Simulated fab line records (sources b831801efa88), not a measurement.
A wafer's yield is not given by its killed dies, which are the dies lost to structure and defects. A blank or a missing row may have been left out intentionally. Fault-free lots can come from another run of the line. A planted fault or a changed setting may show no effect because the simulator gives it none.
Matching of chambers | flow gf180mcu | GF_V2_CMP_04 on cmp-01 has 4 sister chambers
The step polishes SiO2. 4 wafers are shown with their chamber, then 9 later ones without.

== WAFERS WITH THEIR CHAMBER ==
wafer  | chamber | motor current A (A)
L115.6 | 2       | 12.3
L118.6 | 3       | 10.6
L120.5 | 0       | 13.2
L120.6 | 1       | 11.9

== WAFERS WITHOUT THEIR CHAMBER ==
wafer  | motor current A (A)
L121.1 | 14.2
L121.2 | 11.7
L121.5 | 13.5
L122.3 | 11.0
L122.4 | 13.2
L122.5 | 14.4
L123.1 | 14.3
L123.2 | 11.8
L123.4 | 12.2

== CHAMBER TAKEN BY EACH ==
wafer  | from the rows above               | in truth
L121.1 | can't be placed: 0 or 2 or 1      | 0
L121.2 | can't be placed: 1 or 2 or 3 or 0 | 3
L121.5 | can't be placed: 0 or 2 or 1      | 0
L122.3 | can't be placed: 3 or 1 or 2      | 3
L122.4 | can't be placed: 0 or 2 or 1      | 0
L122.5 | can't be placed: 0 or 2 or 1      | 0
L123.1 | can't be placed: 0 or 2 or 1      | 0
L123.2 | can't be placed: 1 or 2 or 3 or 0 | 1
L123.4 | can't be placed: 2 or 1 or 0      | 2
0 of 9 placed correctly. Not placeable from these rows: 9 (in 9, the candidates include the true chamber). Number placed wrongly: 0.
How it was worked out, from the rows above alone: a wafer's distance from a chamber is the root of the sum, over the readings, of the square of ((its reading less the chamber's mean) divided by the reading's scatter). The wafer belongs to the nearest chamber; if the next one is less than 2 further off, it can't be placed. The mean given for a chamber averages the wafers shown for that chamber. The scatter: root of mean squared gap, hidden wafer to nearest shown wafer, with one shown wafer a chamber.
